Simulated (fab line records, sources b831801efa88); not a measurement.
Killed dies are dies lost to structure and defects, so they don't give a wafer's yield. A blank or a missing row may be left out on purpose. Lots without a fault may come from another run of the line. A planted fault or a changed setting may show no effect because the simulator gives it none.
Which tool did it? | flow gf180mcu | 14 lots, 42 wafers sampled, at 4 steps of a route of 602

WHAT THE GAUGES READ, wafer by wafer
GF_HV_LDD_CD_MEAS_31: target cd 400 nm.
lot  | measured     | on        | cd_nm (nm)
L747 | day 11 10:44 | cd_sem-02 | 402.6 401.4 403.0
L748 | day 11 19:14 | cd_sem-02 | 396.8 398.0 401.2
L749 | day 11 23:43 | cd_sem-02 | 402.0 402.5 401.2
L750 | day 12 06:35 | cd_sem-02 | 400.0 401.8 400.3
L751 | day 12 20:50 | cd_sem-02 | 398.4 399.7 398.0
L752 | day 13 02:05 | cd_sem-01 | 397.8 399.0 398.4
L753 | day 13 10:47 | cd_sem-01 | 398.4 395.8 395.4
L754 | day 14 03:22 | cd_sem-02 | 401.0 401.3 401.9
L755 | day 14 04:55 | cd_sem-01 | 396.1 399.3 396.9
L761 | day 16 03:16 | cd_sem-01 | 400.0 401.5 400.7
L765 | day 17 06:35 | cd_sem-01 | 399.1 400.2 400.0
L766 | day 17 19:05 | cd_sem-02 | 397.7 398.8 398.3
L768 | day 18 08:43 | cd_sem-02 | 395.0 396.9 395.8
L770 | day 18 22:47 | cd_sem-02 | 398.5 398.6 400.1

GF_HV_LDD_CD_MEAS_46: target cd 400 nm.
lot  | measured     | on        | cd_nm (nm)
L747 | day 12 06:17 | cd_sem-02 | 401.3 398.6 400.6
L748 | day 12 15:23 | cd_sem-02 | 400.1 398.9 399.1
L749 | day 12 21:48 | cd_sem-02 | 405.2 404.4 403.9
L750 | day 13 03:00 | cd_sem-01 | 399.3 396.9 396.8
L751 | day 13 16:59 | cd_sem-02 | 400.8 401.8 403.4
L752 | day 13 22:53 | cd_sem-02 | 400.4 399.4 401.4
L753 | day 14 08:14 | cd_sem-02 | 396.8 396.6 398.4
L754 | day 15 00:55 | cd_sem-01 | 398.2 397.9 398.3
L755 | day 15 03:01 | cd_sem-01 | 398.7 399.3 400.6
L761 | day 17 01:55 | cd_sem-02 | 401.1 400.7 401.6
L765 | day 18 06:29 | cd_sem-01 | 396.9 397.4 396.7
L766 | day 18 19:29 | cd_sem-02 | 400.0 401.8 404.2
L768 | day 19 09:25 | cd_sem-02 | 399.0 394.5 398.2
L770 | day 19 23:17 | cd_sem-01 | 398.7 399.7 398.6

WHICH TOOL RAN EACH LOT (tool, then ch and the chambers of the sampled wafers, then the start)
lot  | GF_DNWELL_IMPLANT_07           | GF_POLY_GATE_ETCH_12
L747 | implanter-03 ch 0, day 2 19:50 | rie_diel-02 ch 1,2,3, day 9 02:36
L748 | implanter-01 ch 0, day 3 00:08 | rie_diel-02 ch 0,2, day 9 10:50
L749 | implanter-01 ch 0, day 3 04:58 | rie_diel-02 ch 1,2,3, day 9 15:51
L750 | implanter-03 ch 0, day 3 09:56 | rie_diel-01 ch 0,1,2, day 9 21:29
L751 | implanter-01 ch 0, day 3 16:59 | rie_diel-01 ch 1,2,3, day 10 10:26
L752 | implanter-01 ch 0, day 3 20:30 | rie_diel-04 ch 0,2, day 10 14:21
L753 | implanter-02 ch 0, day 4 02:17 | rie_diel-02 ch 1,2,3, day 10 21:32
L754 | implanter-02 ch 0, day 4 12:01 | rie_diel-04 ch 0,2, day 11 13:09
L755 | implanter-02 ch 0, day 4 16:21 | rie_diel-01 ch 0,2, day 11 16:11
L761 | implanter-02 ch 0, day 5 19:49 | rie_diel-04 ch 0,1,2, day 13 07:57
L765 | implanter-03 ch 0, day 6 17:18 | rie_diel-02 ch 0,1,2, day 14 10:23
L766 | implanter-01 ch 0, day 6 23:44 | rie_diel-01 ch 0,3, day 14 21:26
L768 | implanter-03 ch 0, day 7 11:00 | rie_diel-04 ch 1,3, day 15 11:38
L770 | implanter-03 ch 0, day 7 20:08 | rie_diel-04 ch 1,2, day 15 23:44
- GF_DNWELL_IMPLANT_07
- GF_POLY_GATE_ETCH_12: etches BARC in N2/H2.

WHAT THE TOOLS THEMSELVES READ (means of the sampled wafers that have a number; where no wafer has one, the mark that the record gives instead)
GF_DNWELL_IMPLANT_07.
lot  | tool         | beam_energy_keV | tilt_deg (degrees)
L747 | implanter-03 | 1499.9          | -0.010
L748 | implanter-01 | 1500.0          | 0.008
L749 | implanter-01 | 1500.6          | -0.014
L750 | implanter-03 | 1500.0          | 0.005
L751 | implanter-01 | 1500.3          | -0.025
L752 | implanter-01 | 1500.4          | -0.011
L753 | implanter-02 | 1500.4          | -0.007
L754 | implanter-02 | 1498.9          | 0.011
L755 | implanter-02 | 1447.5          | -0.024
L761 | implanter-02 | 1448.1          | 0.016
L765 | implanter-03 | 1500.2          | 0.006
L766 | implanter-01 | 1499.8          | -0.009
L768 | implanter-03 | 1500.0          | -0.022
L770 | implanter-03 | 1500.2          | -0.006

GF_POLY_GATE_ETCH_12.
lot  | tool        | bias_w (W) | drypump_motor_current_A (A) | oes_product_au (a.u.) | throttle_valve_pct (%)
L747 | rie_diel-02 | 100.2      | 6.2                         | 0.739                 | 13.212
L748 | rie_diel-02 | 100.0      | 6.1                         | 0.733                 | 13.215
L749 | rie_diel-02 | 99.8       | 6.2                         | 0.738                 | 13.215
L750 | rie_diel-01 | 99.8       | 5.8                         | 0.736                 | 13.227
L751 | rie_diel-01 | 99.9       | 5.9                         | 0.739                 | 13.217
L752 | rie_diel-04 | 100.4      | 6.1                         | 0.738                 | 13.218
L753 | rie_diel-02 | 99.7       | 6.2                         | 0.735                 | 13.205
L754 | rie_diel-04 | 99.9       | 5.8                         | 0.735                 | 13.206
L755 | rie_diel-01 | 99.9       | 5.9                         | 0.735                 | 13.208
L761 | rie_diel-04 | 99.9       | 5.9                         | 0.734                 | 13.216
L765 | rie_diel-02 | 100.1      | 5.9                         | 0.733                 | 13.197
L766 | rie_diel-01 | 99.9       | 6.1                         | 0.737                 | 13.215
L768 | rie_diel-04 | 100.2      | 6.0                         | 0.732                 | 13.213
L770 | rie_diel-04 | 100.1      | 5.6                         | 0.733                 | 13.214

THE ANSWER, worked out from the rows above alone
Rule: what is usual is taken from the lots themselves. Put in order of their means at a reading, lots are off if they are a third of the lots or fewer, leave a main group of 4 or more, and stand apart from it by a gap of 3 or more times the standard deviation of the main group's means; of several such gaps the widest counts. A main group whose means are all the same, to the digits that the tables above print for the reading, isn't used. A lot without any number at a reading at which 4 lots or more have one is off too. The other lots that the step has rows for count as sound. The gauges are gone through in route order, then the tools' own readings, and for those a lot's mean is taken as printed above. The first step at which some lot is off is used, and at that step the reading that is off furthest; a lot without a number counts as furthest.
Off: L755, L761, at GF_DNWELL_IMPLANT_07 (beam_energy_keV). The main group: mean 1500.1, standard deviation 0.42.
A tool fits if, at that step or a process step before it, it ran every lot that is off, and no sound lot after the first of them. One fits: implanter-02 at GF_DNWELL_IMPLANT_07. Its last sound lot is L754 (day 4 12:01), its first lot that is off L755 (day 4 16:21): a fault that began between those two fits.
The tool's own readings at GF_DNWELL_IMPLANT_07 bear it out: on the lots that are off they differ by more than 5 times the standard deviation of the sound lots' means. beam_energy_keV reads 1447.8 there against 1500.1 on the sound lots.

WHAT THE SIMULATOR HAD PUT IN
Process parameter drift: implanter-02, from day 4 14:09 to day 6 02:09, at GF_DNWELL_IMPLANT_07. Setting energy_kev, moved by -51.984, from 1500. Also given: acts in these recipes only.
Lots struck among those shown: L755, L761. The rule above found the same.
